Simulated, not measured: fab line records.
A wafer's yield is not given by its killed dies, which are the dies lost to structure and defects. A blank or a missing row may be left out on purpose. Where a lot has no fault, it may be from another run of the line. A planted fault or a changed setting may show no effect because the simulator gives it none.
Chamber matching -- flow gf180mcu -- GF_STI_ETCH_14 on rie_si-01: 4 sister chambers
The step etches Si in HBr/Cl2/O2, target depth 360 nm, time 102.9 s. 4 wafers are shown with their chamber, then 7 later ones without.

WAFERS WITH THEIR CHAMBER
wafer,chamber,drypump_motor_current_A (A)
L201.2,0,5.9
L201.4,1,5.0
L216.1,2,6.7
L216.2,3,5.1

WAFERS WITH NO CHAMBER GIVEN
wafer,drypump_motor_current_A (A)
L216.4,5.0
L218.2,5.0
L218.4,5.9
L218.5,5.0
L219.1,5.2
L219.2,6.7
L219.6,5.2

EACH ONE'S CHAMBER
wafer,from the rows above,in truth
L216.4,can't be placed: 1 or 3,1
L218.2,can't be placed: 1 or 3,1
L218.4,0,0
L218.5,can't be placed: 1 or 3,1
L219.1,can't be placed: 3 or 1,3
L219.2,2,2
L219.6,can't be placed: 3 or 1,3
Correctly placed: 2 of 7. Cannot be placed on the basis of these rows: 5; the candidates contain the true chamber in 5. Placed wrongly: 0.
How it was worked out, from the rows above alone: a wafer's distance from a chamber is the root of the sum, over the readings, of the square of ((its reading less the chamber's mean) divided by the reading's scatter). If the next closest chamber is less than 2 further off than the closest, the wafer can't be placed; otherwise it belongs to the closest. For every chamber, the mean is computed from those of its wafers that are shown. The scatter: root of mean squared gap, hidden wafer to nearest shown wafer, with one shown wafer a chamber.
